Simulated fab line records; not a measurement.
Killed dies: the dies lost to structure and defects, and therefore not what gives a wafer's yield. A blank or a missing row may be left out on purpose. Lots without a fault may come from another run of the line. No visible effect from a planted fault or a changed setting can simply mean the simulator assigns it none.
fab line records	flow sky130
[record] lots = 7	wafers = 21	last-day = 48
route steps=708 shown NWELL@65 PAD_OPEN@708
lots that met no fault: taken from a fault-free run of the same line
start-h: the number of hours between the record's first day and the start of the first shown wafer of the lot	wait-h: hours from the lot's prior step to this one	" repeats the value in the row above	L1.1+2: one row covering several wafers at once	- no value present, or no start provided	* or withheld: withheld	< > ~ a bound
route shown NAME@n: names a module that has steps shown in the file, with the first one's number in the route	usual: the fault-free wafers' mean and standard deviation	same: alike in all rows	chamber/n: place in a boat	sites: per-site readings	_std_site: the standard deviation of these	_edge_site: mean of outer sites minus mean of inner sites	radius-mm: how far each site lies from the wafer's centre	mask NAME#n: copy n	behind: the tool/chamber that last shaped the wafer	hold: the reason the lot was held/the length of the hold in hours/how it ended	device: which transistor (n, p or np) failed to switch	end of line: the same wafers' tests at the end of the route	a step without rows: its recipe alone	killed: dies lost to structure and defects at the first sort, not the wafer's yield	map: per-die view of a wafer (x killed, . not killed, _ where there is no die)
set.NAME: the setting that was run; set.NAME@STEP: the one run at that earlier step	model.NAME: the simulator's own value behind a step, which no gauge read
lots at some steps of the route; a table a step, a row a wafer
services: from which hour (start-h, from the record's first day; less than 0 if before it) a tool's chamber was out of use, for how many hours, and why
[[steps]]
[step SKY_NWELL_IMPLANT_12]
[recipe] species = P	energy-kev = 120	dose-cm2 = 1.3e+12	tilt-deg = withheld
[step SKY_NWELL_IMPLANT_13]
[recipe] species = P	energy-kev = 50	dose-cm2 = 7e+11	tilt-deg = withheld
[step SKY_NWELL_STRIP_14]
[recipe] chemistry = O2/N2	power-w = 1400	pressure-mtorr = 1500	platen-temp-c = withheld	o2-flow-sccm = 3000	n2-flow-sccm = 300	overash-fraction = 0.5
[usual] drypump-motor-current-A = 5.68/0.27	oes-product-au = 0.722/0.0048	strip-time-to-endpoint-s = 36.88/0.1
lot.wafer	tool	chamber	start-h	wait-h	drypump-motor-current-A	oes-product-au	rf-hours-counter-h	strip-time-to-endpoint-s
L436.2	plasma-asher-02	0	86.73	0.1	5.26	0.717	42	36.88
L436.5	"	0	"	"	5.23	0.723	-	36.82
L436.6	"	1	"	"	6.11	0.724	-	36.86
L440.1	plasma-asher-02	0	107.56	0.1	5.24	0.726	45	36.81
L440.5	"	1	"	"	6.13	0.726	-	36.83
L440.6	"	0	"	"	5.22	0.724	-	36.84
L443.1	plasma-asher-04	1	129.91	0.1	5.50	0.722	1	36.76
L443.2	"	0	"	"	5.84	0.727	1	36.83
L443.5	"	1	"	"	5.50	0.715	-	36.80
L446.1	plasma-asher-03	1	144.41	0.1	5.70	0.726	28	36.91
L446.3	"	0	"	"	5.67	0.730	-	36.87
L446.4	"	1	"	"	5.71	0.723	-	36.93
L447.2	plasma-asher-03	0	147.86	0.1	5.67	0.720	29	36.78
L447.3	"	0	"	"	5.64	0.731	-	36.92
L447.5	"	0	"	"	5.66	0.721	-	36.91
L448.1	plasma-asher-04	1	155.46	0.1	5.51	0.732	4	36.82
L448.2	"	0	"	"	5.82	0.721	4	36.89
L448.5	"	1	"	"	5.50	0.723	-	36.82
L449.1	plasma-asher-03	1	162.66	0.1	5.68	0.726	30	36.90
L449.2	"	0	"	"	5.74	0.726	30	36.80
L449.5	"	0	"	"	5.71	0.720	-	36.90
[step SKY_NWELL_TW_MEAS_15]
[usual] NWELL_TW = 1844/19
lot.wafer	tool	chamber	start-h	wait-h	NWELL_TW
L436.2	film-metro-01	-	86.84	0.1	1845
L436.5	"	-	"	"	1836
L436.6	"	-	"	"	1835
L440.1	film-metro-04	-	107.66	0.1	1864
L440.5	"	-	"	"	1868
L440.6	"	-	"	"	1868
L443.1	film-metro-02	-	130.01	0.1	1828
L443.2	"	-	"	"	1824
L443.5	"	-	"	"	1837
L446.1	film-metro-04	-	144.51	0.1	1882
L446.3	"	-	"	"	1869
L446.4	"	-	"	"	1871
L447.2	film-metro-04	-	147.97	0.1	1881
L447.3	"	-	"	"	1861
L447.5	"	-	"	"	1854
L448.1	film-metro-02	-	155.56	0.1	1827
L448.2	"	-	"	"	1818
L448.5	"	-	"	"	1823
L449.1	film-metro-01	-	162.76	0.1	1832
L449.2	"	-	"	"	1829
L449.5	"	-	"	"	1834
[step SKY_NWELL_DEHYDRATE_16]
[recipe] temp-c = 200	time-s = 60
[step SKY_NWELL_HMDS_17]
[recipe] prime-time-s = 60	prime-temp-c = 120
[step SKY_NWELL_COAT_18]
[recipe] spin-rpm = 2000	resist-thk-nm = 3000
[step SKY_NWELL_SOFTBAKE_19]
[recipe] temp-c = 110	time-s = withheld
[step SKY_NWELL_EXPOSE_20]
[recipe] mask-id = NWM_COMPLEMENT	na = 0.6	source-shape = conventional	sigma-outer = 0.6	polarization = unpolarized	target-cd-nm = 840	dose-mj = 260
[step SKY_NWELL_PEB_21]
[recipe] temp-c = 115	time-s = withheld
[step SKY_NWELL_DEVELOP_22]
[recipe] wall-angle-deg = 90	developer = TMAH	develop-time-s = 60	dev-temp-c = 23
[step SKY_NWELL_OVL_MEAS_23]
[usual] NWELL_01_OVL = -0.7/1.3
lot.wafer	tool	chamber	start-h	wait-h	NWELL_01_OVL[nm]
L436.2	overlay-02	-	103.93	-	-0.9
L436.5	"	-	"	"	-2.7
L436.6	"	-	"	"	-1.5
L440.1	overlay-01	-	125.58	-	-1.5
L440.5	"	-	"	"	-2.5
L440.6	"	-	"	"	-0.3
L443.1	overlay-01	-	148.53	-	0.0
L443.2	"	-	"	"	1.2
L443.5	"	-	"	"	-0.9
L446.1	overlay-01	-	163.37	-	-1.1
L446.3	"	-	"	"	-0.4
L446.4	"	-	"	"	0.7
L447.2	overlay-01	-	166.93	-	-0.1
L447.3	"	-	"	"	0.1
L447.5	"	-	"	"	-0.2
L448.1	overlay-02	-	175.09	-	-0.4
L448.2	"	-	"	"	-1.0
L448.5	"	-	"	"	-0.8
L449.1	overlay-02	-	183.09	-	-0.6
L449.2	"	-	"	"	0.3
L449.5	"	-	"	"	-1.3
[step SKY_NWELL_IMPLANT_24]
[recipe] species = B	energy-kev = 140	dose-cm2 = 9.2e+12	tilt-deg = withheld
[usual] implant-ion-amu = 11/0
lot.wafer	tool	chamber	start-h	wait-h	implant-ion-amu	model.implant.drp-nm
L436.2	implanter-01	0	103.99	0.0	11	95.47
L436.5	"	0	"	"	11	95.47
L436.6	"	0	"	"	11	95.47
L440.1	implanter-03	0	125.61	0.0	11	95.47
L440.5	"	0	"	"	11	95.47
L440.6	"	0	"	"	11	95.47
L443.1	implanter-02	0	148.56	0.0	11	95.47
L443.2	"	0	"	"	11	95.47
L443.5	"	0	"	"	11	95.47
L446.1	implanter-03	0	163.41	0.0	11	95.47
L446.3	"	0	"	"	11	95.47
L446.4	"	0	"	"	11	95.47
L447.2	implanter-03	0	166.98	0.0	49	44.43
L447.3	"	0	"	"	49	44.43
L447.5	"	0	"	"	49	44.43
L448.1	implanter-02	0	175.13	0.0	49	44.43
L448.2	"	0	"	"	49	44.43
L448.5	"	0	"	"	49	44.43
L449.1	implanter-02	0	183.13	0.0	49	44.43
L449.2	"	0	"	"	49	44.43
L449.5	"	0	"	"	49	44.43
[step SKY_NWELL_STRIP_25]
[recipe] chemistry = O2/N2	power-w = 1400	pressure-mtorr = 1500	platen-temp-c = withheld	o2-flow-sccm = 3000	n2-flow-sccm = 300	overash-fraction = 0.5
[usual] drypump-motor-current-A = 5.68/0.26	oes-product-au = 0.723/0.0043	strip-time-to-endpoint-s = 36.86/0.095
lot.wafer	tool	chamber	start-h	wait-h	drypump-motor-current-A	oes-product-au	rf-hours-counter-h	strip-time-to-endpoint-s
L436.2	plasma-asher-02	0	104.11	0.1	5.23	0.722	44	36.88
L436.5	"	0	"	"	5.23	0.731	-	36.88
L436.6	"	1	"	"	6.12	0.724	-	36.95
L440.1	plasma-asher-04	0	125.76	0.1	5.86	0.724	1	36.91
L440.5	"	1	"	"	5.50	0.725	-	36.81
L440.6	"	0	"	"	5.86	0.720	-	36.90
L443.1	plasma-asher-03	1	148.71	0.1	5.71	0.716	29	37.01
L443.2	"	0	"	"	5.71	0.727	29	36.89
L443.5	"	1	"	"	5.70	0.721	-	36.96
L446.1	plasma-asher-03	1	163.56	0.1	5.69	0.722	30	36.84
L446.3	"	1	"	"	5.71	0.723	-	36.88
L446.4	"	0	"	"	5.69	0.715	-	36.99
L447.2	plasma-asher-03	0	167.11	0.1	5.69	0.721	30	36.67
L447.3	"	1	"	"	5.68	0.728	-	36.68
L447.5	"	1	"	"	5.64	0.722	-	36.70
L448.1	plasma-asher-04	1	175.28	0.1	5.54	0.724	6	36.82
L448.2	"	0	"	"	5.80	0.712	6	36.87
L448.5	"	1	"	"	5.52	0.718	-	36.94
L449.1	plasma-asher-04	1	183.28	0.1	5.50	0.722	7	36.94
L449.2	"	0	"	"	5.84	0.725	7	36.82
L449.5	"	0	"	"	5.83	0.726	-	36.90
[step SKY_NWELL_TW_MEAS_26]
[usual] NWELL_2_TW = 502/5.4
lot.wafer	tool	chamber	start-h	wait-h	NWELL_2_TW
L436.2	film-metro-02	-	104.22	0.1	497
L436.5	"	-	"	"	494
L436.6	"	-	"	"	499
L440.1	film-metro-01	-	125.86	0.1	502
L440.5	"	-	"	"	501
L440.6	"	-	"	"	503
L443.1	film-metro-02	-	148.81	0.1	500
L443.2	"	-	"	"	499
L443.5	"	-	"	"	501
L446.1	film-metro-02	-	163.66	0.1	498
L446.3	"	-	"	"	499
L446.4	"	-	"	"	498
L447.2	film-metro-01	-	167.22	0.1	957
L447.3	"	-	"	"	956
L447.5	"	-	"	"	961
L448.1	film-metro-01	-	175.38	0.1	965
L448.2	"	-	"	"	956
L448.5	"	-	"	"	958
L449.1	film-metro-02	-	183.38	0.1	951
L449.2	"	-	"	"	953
L449.5	"	-	"	"	950
[step SKY_NWELL_CLEAN_27]
[recipe] chemistry = SC1/SC2	mix = 1:4:20	temp-c = 70	time-s = 150	dry = n2-spin
[step SKY_PAD_OPEN_PROBE_99]
[usual] killed_at_M0_to_M3 = 44/7.5	killed_at_M4_up = 3.1/1.7	killed-at-contacts = 24/6.2	killed-at-front-end = 15/4.2	killed-at-other = 0.4/0.58	killed-dies = 85/10	killed-open = 47/7.7	killed-short = 38/6.4
[same] gross-dies = 492	killed-at-back-side = 0
lot.wafer	tool	chamber	start-h	wait-h	killed_at_M0_to_M3	killed_at_M4_up	killed-at-contacts	killed-at-front-end	killed-at-other	killed-dies	killed-open	killed-short
L436.2	prober-01	-	1073.04	0.1	46	2	20	21	0	89	55	33
L436.5	prober-01	-	1073.19	0.2	51	1	26	17	0	95	51	40
L436.6	prober-01	-	1073.24	0.2	47	3	12	14	0	76	47	25
L440.1	prober-01	-	1095.54	0.1	61	2	16	13	1	93	38	55
L440.5	prober-01	-	1095.74	0.2	54	4	16	16	0	90	56	34
L440.6	prober-01	-	1095.79	0.2	50	8	30	21	0	109	64	45
L443.1	prober-01	-	1123.48	0.1	51	1	19	19	0	90	49	39
L443.2	prober-01	-	1123.53	0.1	39	2	19	20	1	81	45	35
L443.5	prober-01	-	1123.68	0.2	56	2	20	18	0	96	52	43
L447.2	prober-01	-	1137.88	0.1	41	2	36	13	1	93	56	37
L447.3	prober-01	-	1137.93	0.2	46	4	39	25	0	114	60	54
L447.5	prober-01	-	1138.03	0.2	32	5	38	16	1	92	50	42
L446.1	prober-02	-	1139.51	0.1	50	4	24	18	0	96	47	48
L446.3	prober-02	-	1139.61	0.2	48	5	27	11	2	93	48	43
L446.4	prober-02	-	1139.66	0.2	44	1	19	13	1	78	48	29
L448.1	prober-01	-	1142.52	0.1	33	6	23	6	0	68	37	31
L448.2	prober-01	-	1142.57	0.1	34	3	25	12	0	74	42	31
L448.5	prober-01	-	1142.72	0.2	37	8	15	15	0	75	45	29
L449.1	prober-02	-	1154.13	0.1	46	3	31	8	1	89	48	41
L449.2	prober-02	-	1154.18	0.1	51	7	35	8	0	101	53	48
L449.5	prober-02	-	1154.33	0.2	37	6	35	12	0	90	61	29
// killed by level:class
L436.2 VIA1:geometric-particle:open=15 FIELD_ISO:geometric-particle:open=7 VIA3:geometric-particle:open=7 METAL1:geometric-particle:short=6 LI_CONTACT:geometric-particle:open=6 POLY_GATE:geometric-particle:open=5 CONTACT:geometric-particle:open=5 VIA3:geometric-particle:short=5
L436.5 CONTACT:geometric-particle:open=13 VIA3:geometric-particle:open=8 VIA1:geometric-particle:open=7 VIA2:geometric-particle:open=7 FIELD_ISO:geometric-particle:short=6 METAL1:geometric-particle:short=6 METAL2:geometric-particle:short=6 FIELD_ISO:geometric-particle:open=5
L436.6 VIA1:geometric-particle:open=16 VIA2:geometric-particle:open=8 VIA3:geometric-particle:short=6 FIELD_ISO:geometric-particle:open=4 LI_CONTACT:geometric-particle:open=4 VIA3:geometric-particle:open=4 CONTACT:geometric-particle:open=3 METAL1:geometric-particle:open=3
L440.1 VIA1:geometric-particle:open=14 METAL1:geometric-particle:short=10 METAL2:geometric-particle:short=8 VIA1:geometric-particle:short=8 VIA3:geometric-particle:short=7 POLY_GATE:geometric-particle:short=6 LI_CONTACT:geometric-particle:short=5 VIA2:geometric-particle:open=5
L440.5 VIA1:geometric-particle:open=17 VIA1:geometric-particle:short=9 CONTACT:geometric-particle:open=8 VIA2:geometric-particle:open=8 POLY_GATE:geometric-particle:short=5 POLY_GATE:geometric-particle:open=5 METAL1:geometric-particle:short=4 METAL2:geometric-particle:short=4
L440.6 VIA1:geometric-particle:open=16 CONTACT:geometric-particle:open=9 LI_CONTACT:geometric-particle:open=8 VIA3:geometric-particle:open=8 CONTACT:geometric-particle:short=7 METAL2:geometric-particle:short=6 POLY_GATE:geometric-particle:short=6 VIA2:geometric-particle:open=6
L443.1 VIA1:geometric-particle:open=15 METAL2:geometric-particle:short=12 LI_CONTACT:geometric-particle:open=9 CONTACT:geometric-particle:open=8 POLY_GATE:geometric-particle:short=6 VIA2:geometric-particle:open=6 SPACER:geometric-particle:short=4 METAL1:geometric-particle:open=4
L443.2 VIA1:geometric-particle:open=8 VIA2:geometric-particle:open=7 POLY_GATE:geometric-particle:open=5 CONTACT:geometric-particle:open=5 METAL1:geometric-particle:short=5 VIA1:geometric-particle:short=5 FIELD_ISO:geometric-particle:open=4 POLY_GATE:geometric-particle:short=4
L443.5 VIA1:geometric-particle:open=13 VIA1:geometric-particle:short=11 POLY_GATE:geometric-particle:open=7 VIA3:geometric-particle:open=7 LI_CONTACT:geometric-particle:open=6 METAL2:geometric-particle:short=6 VIA2:geometric-particle:open=6 LOCAL_INTERCONNECT:geometric-particle:short=5
L447.2 CONTACT:geometric-particle:open=14 VIA1:geometric-particle:open=10 LI_CONTACT:geometric-particle:open=10 VIA1:geometric-particle:short=7 VIA3:geometric-particle:open=6 LI_CONTACT:geometric-particle:short=5 METAL2:geometric-particle:short=4 POLY_GATE:geometric-particle:open=4
L447.3 CONTACT:geometric-particle:open=11 FIELD_ISO:geometric-particle:short=10 LI_CONTACT:geometric-particle:open=10 CONTACT:geometric-particle:short=9 METAL1:geometric-particle:short=8 VIA3:geometric-particle:open=8 VIA1:geometric-particle:open=7 VIA2:geometric-particle:open=7
L447.5 LI_CONTACT:geometric-particle:open=11 CONTACT:geometric-particle:open=10 VIA1:geometric-particle:open=8 CONTACT:geometric-particle:short=5 METAL4:geometric-particle:short=5 FIELD_ISO:geometric-particle:open=4 POLY_GATE:geometric-particle:open=4 LI_CONTACT:geometric-particle:short=4
L446.1 VIA3:geometric-particle:open=11 METAL2:geometric-particle:short=9 VIA2:geometric-particle:open=8 POLY_GATE:geometric-particle:short=7 CONTACT:geometric-particle:short=7 VIA1:geometric-particle:open=7 LOCAL_INTERCONNECT:geometric-particle:short=6 CONTACT:geometric-particle:open=6
L446.3 VIA1:geometric-particle:open=12 CONTACT:geometric-particle:open=8 LI_CONTACT:geometric-particle:open=8 LOCAL_INTERCONNECT:geometric-particle:short=7 METAL1:geometric-particle:short=6 METAL2:geometric-particle:short=6 VIA1:geometric-particle:short=5 VIA2:geometric-particle:open=5
L446.4 VIA1:geometric-particle:open=13 VIA3:geometric-particle:open=10 LI_CONTACT:geometric-particle:open=8 VIA1:geometric-particle:short=7 VIA2:geometric-particle:open=6 POLY_GATE:geometric-particle:open=4 CONTACT:geometric-particle:open=4 METAL3:geometric-particle:short=4
L448.1 VIA1:geometric-particle:open=13 CONTACT:geometric-particle:open=8 LI_CONTACT:geometric-particle:open=6 METAL1:geometric-particle:short=5 LOCAL_INTERCONNECT:geometric-particle:short=4 VIA2:geometric-particle:open=4 METAL4:geometric-particle:short=4 POLY_GATE:geometric-particle:short=3
L448.2 VIA1:geometric-particle:open=13 LI_CONTACT:geometric-particle:open=12 METAL1:geometric-particle:short=7 CONTACT:geometric-particle:open=6 METAL2:geometric-particle:short=4 CONTACT:geometric-particle:short=4 VIA1:geometric-particle:short=3 FIELD_ISO:geometric-particle:open=2
L448.5 VIA1:geometric-particle:open=7 CONTACT:geometric-particle:open=6 METAL1:geometric-particle:short=6 VIA2:geometric-particle:open=6 METAL4:geometric-particle:short=5 VIA3:geometric-particle:open=5 FIELD_ISO:geometric-particle:open=4 LI_CONTACT:geometric-particle:open=4
L449.1 VIA1:geometric-particle:open=11 CONTACT:geometric-particle:open=10 METAL2:geometric-particle:short=10 VIA2:geometric-particle:open=8 LI_CONTACT:geometric-particle:open=7 FIELD_ISO:geometric-particle:short=6 LI_CONTACT:geometric-particle:short=5 CONTACT:geometric-particle:short=5
L449.2 CONTACT:geometric-particle:open=14 VIA1:geometric-particle:open=14 LI_CONTACT:geometric-particle:open=10 METAL2:geometric-particle:short=10 VIA1:geometric-particle:short=6 VIA2:geometric-particle:open=5 CONTACT:geometric-particle:short=5 POLY_GATE:geometric-particle:short=3
L449.5 CONTACT:geometric-particle:open=15 VIA1:geometric-particle:open=11 VIA2:geometric-particle:open=8 LI_CONTACT:geometric-particle:open=6 VIA3:geometric-particle:open=6 POLY_GATE:geometric-particle:open=5 LOCAL_INTERCONNECT:geometric-particle:short=5 VIA1:geometric-particle:short=5
[[services]]
tool	chamber	start-h	hours	kind
plasma-asher-02	-	69.87	3.5	repair
implanter-01	-	72.39	1.1	repair
plasma-asher-03	-	77.84	21.3	repair
implanter-01	-	85.49	4.1	repair
implanter-02	-	89.51	1.4	repair
plasma-asher-04	-	108.75	9.0	pm
plasma-asher-04	0	108.75	9.0	vent-cycle
plasma-asher-04	1	108.75	9.0	vent-cycle
plasma-asher-02	-	110.65	5.4	repair
plasma-asher-03	-	112.16	11.3	repair
plasma-asher-04	0	117.75	-	clean
plasma-asher-04	1	117.75	-	clean
implanter-01	-	125.21	5.2	pm
plasma-asher-03	-	128.24	2.5	repair
plasma-asher-03	-	138.45	2.4	repair
implanter-02	-	156.09	2.0	repair
[[key]]
[first-sign] step = SKY_NWELL_IMPLANT_24	reading = implant-ion-amu	direction = up	sigmas = 99+	usual = 11	struck = 49
[effect] step = SKY_NWELL_TW_MEAS_26	reading = NWELL_2_TW	direction = up	sigmas = 83	usual = 502	struck = 956
[model-effect] step = SKY_NWELL_IMPLANT_24	value = implant.drp-nm	without = 95.47	struck = 44.43
met-at SKY_NWELL_IMPLANT_24
struck-wafers L447.2,L447.3,L447.5,L448.1,L448.2,L448.5,L449.1,L449.2,L449.5
tester-left-out L447,L448,L449
onset-between 163.41 166.98
[fault] kind = wrong-recipe-download	tool = implanter-01,implanter-02,implanter-03	chamber = -	onset-h = 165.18	steps = SKY_NWELL_IMPLANT_24	wrong-recipe.not-listed = 1
// tester-left-out: of these lots the tester's yield and bins aren't shown, on N5 and GAA mostly nor the transistor test; their killed dies are dies lost to structure and defects alone, not to doping, threshold or leakage, so they don't give the yield
